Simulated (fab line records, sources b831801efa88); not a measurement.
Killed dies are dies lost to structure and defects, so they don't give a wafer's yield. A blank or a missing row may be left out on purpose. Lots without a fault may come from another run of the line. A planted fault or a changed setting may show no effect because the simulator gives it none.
fab line records | flow sky130
record lots=11 wafers=33 last_day=50
route steps=708 shown SONOS_ONO@171 POLY_GATE@228 LDD_N@248 PAD_OPEN@708
lots that met no fault: from a run of the same line without faults
start_h: hours from the record's first day to the start of the lot's first wafer shown | wait_h: hours since the lot's step before | " the same as in the row above | L1.1+2: a row that stands for several wafers | - no value, or no start given | * or withheld: withheld | < > ~ a bound
route shown NAME@n: a module of which the file shows steps, and the number in the route of the first | usual: mean/standard deviation of fault-free wafers | same: alike in all rows | chamber/n: place in a boat | sites: the reading at each site | _std_site: their standard deviation | _edge_site: outer sites' mean less inner sites' | radius_mm: how far each site lies from the wafer's centre | mask NAME#n: copy n | behind: the tool/chamber that last shaped the wafer | hold: why the lot was held/for how many hours/how that ended | device: the transistor (n, p or np) that didn't switch | end of line: the same wafers' tests at the end of the route | a step without rows: its recipe alone | killed: dies lost to structure and defects at the first sort, not the wafer's yield | map: a wafer's dies, x killed, . not, _ none there
set.NAME: the setting as run; set.NAME@STEP: as run at that earlier step | model.NAME: the simulator's own value behind a step, which no gauge read
steps of the route over a sample of lots; a table a step, a row a wafer
services: from which hour (start_h, from the record's first day; less than 0 if before it) a tool's chamber was out of use, for how many hours, and why
## steps
# step SKY_SONOS_ONO_THK_MEAS_03
# recipe reads=Si3N4_of_SONOS_ONO_CVD_02
# usual SONOS_ONO_CVD_02_THK=10.52/0.14
# columns lot.wafer tool chamber start_h wait_h SONOS_ONO_CVD_02_THK[nm]
L491.2 film_metro-01 - 265.50 0.0 10.45
L491.4 " - " " 10.48
L491.6 " - " " 10.61
L493.2 film_metro-02 - 279.71 0.0 10.66
L493.4 " - " " 10.51
L493.5 " - " " 10.61
L498.3 film_metro-01 - 327.83 0.0 10.56
L498.4 " - " " 10.67
L498.5 " - " " 10.60
L500.2 film_metro-02 - 342.72 0.0 10.41
L500.3 " - " " 10.62
L500.4 " - " " 10.49
L503.1 film_metro-03 - 365.28 0.0 10.82
L503.3 " - " " 10.67
L503.4 " - " " 10.86
L505.2 film_metro-02 - 380.74 0.0 10.37
L505.3 " - " " 10.47
L505.6 " - " " 10.55
L506.2 film_metro-03 - 387.11 0.0 10.47
L506.3 " - " " 10.56
L506.5 " - " " 10.45
L507.2 film_metro-02 - 397.08 0.0 10.38
L507.4 " - " " 10.35
L507.5 " - " " 10.28
L508.2 film_metro-03 - 409.47 0.0 10.88
L508.4 " - " " 10.74
L508.6 " - " " 10.74
L509.2 film_metro-02 - 419.29 0.0 10.58
L509.3 " - " " 10.52
L509.6 " - " " 10.60
L511.1 film_metro-03 - 427.51 0.0 10.49
L511.3 " - " " 10.53
L511.4 " - " " 10.49
# step SKY_SONOS_ONO_STRIP_17
# recipe chemistry=O2/N2 power_w=1400 pressure_mtorr=1500 platen_temp_c=withheld o2_flow_sccm=3000 n2_flow_sccm=300 overash_fraction=0.5
# usual chamber_pressure_mTorr=1499.8/2.4 drypump_motor_current_A=5.9/0.53 oes_product_au=0.710/0.0043 strip_time_to_endpoint_s=14.11/0.036
# columns lot.wafer tool chamber start_h wait_h chamber_pressure_mTorr drypump_motor_current_A oes_product_au rf_hours_counter_h strip_time_to_endpoint_s
L491.2 plasma_asher-04 0 291.52 0.0 1501.0 6.4 0.702 17 14.13
L491.4 " 1 " " 1500.5 5.0 0.710 - 14.12
L491.6 " 0 " " 1499.7 6.4 0.715 - 14.14
L493.2 plasma_asher-03 0 306.83 0.0 1498.4 6.0 0.712 50 14.16
L493.4 " 0 " " 1498.0 6.0 0.702 - 14.15
L493.5 " 0 " " 1498.5 6.0 0.709 - 14.13
L498.3 plasma_asher-02 1 356.21 0.0 1500.0 6.5 0.709 - 14.09
L498.4 " 0 " " 1501.8 5.8 0.717 - 14.08
L498.5 " 0 " " 1502.3 5.8 0.715 - 14.08
L500.2 plasma_asher-04 0 372.33 0.0 1501.3 6.3 0.708 25 14.09
L500.3 " 1 " " 1500.6 4.9 0.718 - 14.11
L500.4 " 0 " " 1499.9 6.3 0.712 - 14.13
L503.1 plasma_asher-03 1 395.88 0.0 1500.0 6.0 0.706 58 14.14
L503.3 " 0 " " 1499.7 6.0 0.712 - 14.19
L503.4 " 1 " " 1500.6 6.0 0.706 - 14.19
L505.2 plasma_asher-04 0 411.58 0.0 1498.3 6.4 0.712 28 14.16
L505.3 " 0 " " 1499.9 6.4 0.714 - 14.10
L505.6 " 1 " " 1499.1 4.9 0.707 - 14.17
L506.2 plasma_asher-02 1 418.23 0.0 1498.7 6.4 0.713 72 14.07
L506.3 " 0 " " 1498.1 5.8 0.714 - 14.12
L506.5 " 1 " " 1502.3 6.5 0.709 - 14.11
L507.2 plasma_asher-03 0 427.88 0.0 1499.8 6.0 0.704 62 14.16
L507.4 " 0 " " 1499.7 6.0 0.709 - 14.13
L507.5 " 1 " " 1500.1 6.0 0.710 - 14.11
L508.2 plasma_asher-03 1 440.93 0.0 1499.1 6.0 0.709 63 14.15
L508.4 " 1 " " 1501.7 6.0 0.710 - 14.13
L508.6 " 0 " " 1499.7 6.0 0.709 - 14.13
L509.2 plasma_asher-04 0 452.02 0.0 1497.8 6.3 0.711 33 14.12
L509.3 " 1 " " 1498.9 4.9 0.709 - 14.08
L509.6 " 1 " " 1498.9 4.9 0.715 - 14.05
L511.1 plasma_asher-02 0 460.19 0.0 1499.0 5.8 0.715 76 14.12
L511.3 " 0 " " 1499.3 5.8 0.703 - 14.09
L511.4 " 1 " " 1496.4 6.5 0.714 - 14.10
# step SKY_POLY_GATE_OVL_MEAS_14
# usual POLY_GATE_OVL=5/4.8
# columns lot.wafer tool chamber start_h wait_h POLY_GATE_OVL[nm]
L491.2 overlay-01 - 382.14 0.1 0
L491.4 " - " " 7
L491.6 " - " " 3
L493.2 overlay-02 - 400.91 0.1 9
L493.4 " - " " 2
L493.5 " - " " 8
L498.3 overlay-02 - 454.79 0.1 8
L498.4 " - " " 2
L498.5 " - " " 4
L500.2 overlay-02 - 469.79 0.1 7
L500.3 " - " " -1
L500.4 " - " " 6
L503.1 overlay-02 - 496.73 0.1 6
L503.3 " - " " 7
L503.4 " - " " 5
L505.2 overlay-02 - 511.18 0.1 8
L505.3 " - " " 5
L505.6 " - " " 9
L506.2 overlay-02 - 520.86 0.1 15
L506.3 " - " " 5
L506.5 " - " " 3
L507.2 overlay-01 - 530.73 0.1 5
L507.4 " - " " 2
L507.5 " - " " 6
L508.2 overlay-02 - 539.46 0.1 12
L508.4 " - " " 4
L508.6 " - " " 10
L509.2 overlay-02 - 552.89 0.1 2
L509.3 " - " " 6
L509.6 " - " " 11
L511.1 overlay-01 - 560.18 0.1 3
L511.3 " - " " 11
L511.4 " - " " 8
# step SKY_LDD_N_IMPLANT_11
# recipe species=As energy_kev=20 dose_cm2=7.5e+13 tilt_deg=withheld rotation_deg=293
# usual faraday_current_uA=423/8.9
# columns lot.wafer tool chamber start_h wait_h faraday_current_uA
L491.2 implanter-03 0 415.67 0.1 425
L491.4 " 0 " " 435
L491.6 " 0 " " 421
L493.2 implanter-02 0 432.97 0.1 414
L493.4 " 0 " " 432
L493.5 " 0 " " 428
L493.2 implanter-02 0 433.29 0.3 428
L493.4 " 0 " " 429
L493.5 " 0 " " 425
L498.3 implanter-04 0 487.84 0.1 443
L498.4 " 0 " " 429
L498.5 " 0 " " 433
L498.3 implanter-04 0 488.16 0.3 414
L498.4 " 0 " " 438
L498.5 " 0 " " 425
L500.2 implanter-04 0 502.62 0.1 429
L500.3 " 0 " " 433
L500.4 " 0 " " 414
L503.1 implanter-04 0 529.50 0.1 430
L503.3 " 0 " " 431
L503.4 " 0 " " 410
L503.1 implanter-04 0 529.81 0.3 416
L503.3 " 0 " " 419
L503.4 " 0 " " 413
L505.2 implanter-04 0 543.87 0.1 441
L505.3 " 0 " " 413
L505.6 " 0 " " 428
L506.2 implanter-02 0 555.72 0.1 426
L506.3 " 0 " " 428
L506.5 " 0 " " 425
L507.2 implanter-02 0 563.07 0.1 445
L507.4 " 0 " " 425
L507.5 " 0 " " 418
L508.2 implanter-04 0 571.27 0.1 416
L508.4 " 0 " " 417
L508.6 " 0 " " 409
L509.2 implanter-02 0 585.37 0.1 426
L509.3 " 0 " " 426
L509.6 " 0 " " 415
L511.1 implanter-03 0 591.65 0.1 398
L511.3 " 0 " " 418
L511.4 " 0 " " 421
# step SKY_LDD_N_STRIP_16
# recipe chemistry=O2/N2 power_w=1400 pressure_mtorr=1500 platen_temp_c=withheld o2_flow_sccm=3000 n2_flow_sccm=300 overash_fraction=0.5
# usual chamber_pressure_mTorr=1500.1/1.3 drypump_motor_current_A=6.0/0.4 oes_product_au=0.407/0.0046 strip_time_to_endpoint_s=4.325/0.014
# columns lot.wafer tool chamber start_h wait_h chamber_pressure_mTorr drypump_motor_current_A oes_product_au rf_hours_counter_h strip_time_to_endpoint_s
L491.2 plasma_asher-03 1 416.40 0.1 1500.3 6.0 0.408 60 4.366
L491.4 " 0 " " 1501.2 6.0 0.408 - 4.338
L491.6 " 0 " " 1501.4 6.0 0.400 - 4.329
L493.2 plasma_asher-02 0 434.02 0.1 1501.1 5.8 0.408 74 4.543
L493.4 " 1 " " 1500.4 6.4 0.410 - 4.552
L493.5 " 0 " " 1501.7 5.8 0.405 - 4.554
L498.3 plasma_asher-02 1 488.89 0.1 1501.7 6.5 0.401 - 4.526
L498.4 " 0 " " 1499.0 5.8 0.397 - 4.525
L498.5 " 0 " " 1501.5 5.8 0.406 - 4.515
L500.2 plasma_asher-03 0 503.34 0.1 1502.6 6.0 0.411 70 4.327
L500.3 " 0 " " 1503.7 6.0 0.408 - 4.291
L500.4 " 1 " " 1498.7 6.0 0.404 - 4.329
L503.1 plasma_asher-04 1 530.56 0.1 1500.6 4.9 0.408 42 4.529
L503.3 " 1 " " 1500.5 4.9 0.389 - 4.524
L503.4 " 0 " " 1500.0 6.3 0.406 - 4.527
L505.2 plasma_asher-03 1 544.60 0.1 1499.6 6.0 0.412 74 4.332
L505.3 " 0 " " 1502.2 6.0 0.402 - 4.320
L505.6 " 1 " " 1500.3 6.0 0.407 - 4.332
L506.2 plasma_asher-02 1 556.45 0.1 1499.5 6.4 0.413 88 4.325
L506.3 " 0 " " 1501.7 5.8 0.412 - 4.327
L506.5 " 0 " " 1498.7 5.8 0.410 - 4.327
L507.2 plasma_asher-03 0 563.80 0.1 1501.1 6.0 0.405 76 4.333
L507.4 " 0 " " 1501.0 6.0 0.415 - 4.320
L507.5 " 0 " " 1500.2 6.0 0.401 - 4.313
L508.2 plasma_asher-02 1 571.99 0.1 1498.5 6.5 0.411 89 4.324
L508.4 " 1 " " 1500.8 6.4 0.402 - 4.326
L508.6 " 1 " " 1500.5 6.4 0.400 - 4.309
L509.2 plasma_asher-03 1 586.10 0.1 1500.9 6.0 0.405 78 4.313
L509.3 " 1 " " 1498.8 6.0 0.404 - 4.321
L509.6 " 1 " " 1501.1 6.0 0.403 - 4.291
L511.1 plasma_asher-04 1 592.40 0.1 1500.2 5.0 0.406 49 4.334
L511.3 " 1 " " 1499.9 4.9 0.410 - 4.340
L511.4 " 0 " " 1499.0 6.4 0.402 - 4.326
# step SKY_LDD_N_TW_MEAS_17
# usual LDD_N_TW=2595/13
# columns lot.wafer tool chamber start_h wait_h LDD_N_TW
L491.2 film_metro-03 - 416.51 0.1 2595
L491.4 " - " " 2596
L491.6 " - " " 2583
L493.2 film_metro-02 - 434.13 0.1 2721
L493.4 " - " " 2713
L493.5 " - " " 2712
L493.2 film_metro-02 - 434.35 0.2 2712
L493.4 " - " " 2703
L493.5 " - " " 2718
L498.3 film_metro-02 - 488.98 0.1 2704
L498.4 " - " " 2722
L498.5 " - " " 2725
L498.3 film_metro-02 - 489.21 0.2 2715
L498.4 " - " " 2706
L498.5 " - " " 2715
L500.2 film_metro-02 - 503.45 0.1 2615
L500.3 " - " " 2602
L500.4 " - " " 2627
L503.1 film_metro-03 - 530.66 0.1 2682
L503.3 " - " " 2680
L503.4 " - " " 2672
L503.1 film_metro-03 - 530.89 0.2 2676
L503.3 " - " " 2671
L503.4 " - " " 2678
L505.2 film_metro-03 - 544.71 0.1 2590
L505.3 " - " " 2570
L505.6 " - " " 2570
L506.2 film_metro-01 - 556.56 0.1 2600
L506.3 " - " " 2582
L506.5 " - " " 2603
L507.2 film_metro-01 - 563.91 0.1 2591
L507.4 " - " " 2595
L507.5 " - " " 2601
L508.2 film_metro-02 - 572.10 0.1 2609
L508.4 " - " " 2598
L508.6 " - " " 2596
L509.2 film_metro-02 - 586.21 0.1 2607
L509.3 " - " " 2590
L509.6 " - " " 2609
L511.1 film_metro-02 - 592.50 0.1 2605
L511.3 " - " " 2601
L511.4 " - " " 2601
# step SKY_PAD_OPEN_PROBE_99
# usual killed_at_M0_to_M3=42/7.6 killed_at_M4_up=3.4/2 killed_at_contacts=24/5.9 killed_at_front_end=16/4.5 killed_at_other=0.4/0.58 killed_dies=86/10 killed_open=47/7.6 killed_short=39/6.7
# same gross_dies=492 killed_at_back_side=0
# columns lot.wafer tool chamber start_h wait_h killed_at_M0_to_M3 killed_at_M4_up killed_at_contacts killed_at_front_end killed_at_other killed_dies killed_open killed_short
L498.3 prober-02 - 1131.97 0.2 40 2 38 15 0 95 58 37
L498.4 prober-02 - 1132.02 0.2 38 4 21 18 0 81 44 37
L498.5 prober-02 - 1132.07 0.2 36 5 20 20 1 82 43 38
L503.1 prober-02 - 1160.26 0.1 39 3 20 23 0 85 44 41
L503.3 prober-02 - 1160.36 0.2 38 4 13 28 0 83 43 40
L503.4 prober-02 - 1160.41 0.2 39 3 17 12 0 71 33 38
# killed by level:class
L498.3 VIA1:geometric_particle:open=12 LI_CONTACT:geometric_particle:open=11 CONTACT:geometric_particle:open=10 VIA1:geometric_particle:short=8 LOCAL_INTERCONNECT:geometric_particle:short=7 FIELD_ISO:geometric_particle:open=6 CONTACT:geometric_particle:short=5 VIA2:geometric_particle:open=5
L498.4 VIA1:geometric_particle:open=8 CONTACT:geometric_particle:open=7 VIA2:geometric_particle:open=6 VIA3:geometric_particle:open=5 POLY_CUT:geometric_particle:short=4 LI_CONTACT:geometric_particle:open=4 METAL1:geometric_particle:short=4 VIA2:geometric_particle:short=4
L498.5 METAL1:geometric_particle:short=8 FIELD_ISO:geometric_particle:short=7 VIA1:geometric_particle:open=7 LI_CONTACT:geometric_particle:open=7 FIELD_ISO:geometric_particle:open=6 VIA3:geometric_particle:open=5 METAL4:geometric_particle:short=4 CONTACT:geometric_particle:open=4
L503.1 VIA1:geometric_particle:open=8 VIA3:geometric_particle:open=7 FIELD_ISO:geometric_particle:short=6 POLY_GATE:geometric_particle:open=6 VIA2:geometric_particle:open=6 VIA1:geometric_particle:short=5 CONTACT:geometric_particle:open=5 METAL1:geometric_particle:short=5
L503.3 FIELD_ISO:geometric_particle:open=10 METAL1:geometric_particle:short=9 FIELD_ISO:geometric_particle:short=7 VIA3:geometric_particle:open=7 POLY_GATE:geometric_particle:short=6 CONTACT:geometric_particle:open=6 VIA1:geometric_particle:short=5 VIA2:geometric_particle:open=5
L503.4 VIA1:geometric_particle:short=9 VIA1:geometric_particle:open=7 METAL2:geometric_particle:short=7 POLY_GATE:geometric_particle:open=6 CONTACT:geometric_particle:open=6 VIA3:geometric_particle:open=5 LOCAL_INTERCONNECT:geometric_particle:short=4 METAL1:geometric_particle:short=4
## services
# columns tool chamber start_h hours kind
implanter-03 - 282.17 1.1 repair
plasma_asher-03 - 284.07 2.2 repair
plasma_asher-04 - 302.79 4.4 repair
implanter-02 - 329.77 1.3 repair
implanter-02 - 333.91 5.2 repair
implanter-03 - 348.76 1.1 repair
implanter-02 - 352.70 1.6 repair
implanter-02 - 356.02 3.6 repair
implanter-03 - 374.57 6.0 pm
implanter-02 - 374.67 1.6 repair
implanter-04 - 416.91 4.8 repair
implanter-04 - 420.06 2.9 repair
implanter-04 - 427.78 9.8 repair
implanter-03 - 449.61 8.6 repair
implanter-03 - 475.29 1.8 repair
plasma_asher-02 - 555.53 0.7 repair
implanter-03 - 556.89 4.3 repair
plasma_asher-03 - 558.32 0.5 repair
plasma_asher-02 - 582.49 1.9 repair
implanter-02 - 588.94 2.9 repair
## key
first_sign step=SKY_LDD_N_IMPLANT_11 reading=visit direction=added
effect step=SKY_LDD_N_STRIP_16 reading=strip_time_to_endpoint_s direction=up sigmas=15 usual=* struck=*
effect step=SKY_LDD_N_TW_MEAS_17 reading=visit direction=added
effect step=SKY_LDD_N_TW_MEAS_17 reading=LDD_N_TW direction=up sigmas=8 usual=2595 struck=2704
met_at SKY_LDD_N_IMPLANT_11
struck_lots L493,L498,L503
tester_left_out L493,L498,L503
not_acting_at SKY_SONOS_ONO_THK_MEAS_03,SKY_SONOS_ONO_STRIP_17,SKY_POLY_GATE_OVL_MEAS_14
fault kind=repeated_step_whole tool=implanter-02,implanter-03,implanter-04 chamber=- onset_h=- steps=SKY_LDD_N_IMPLANT_11 times=1 scope=struck_lots_only
# tester_left_out: of these lots the tester's yield and bins aren't shown, on N5 and GAA mostly nor the transistor test; their killed dies are dies lost to structure and defects alone, not to doping, threshold or leakage, so they don't give the yield
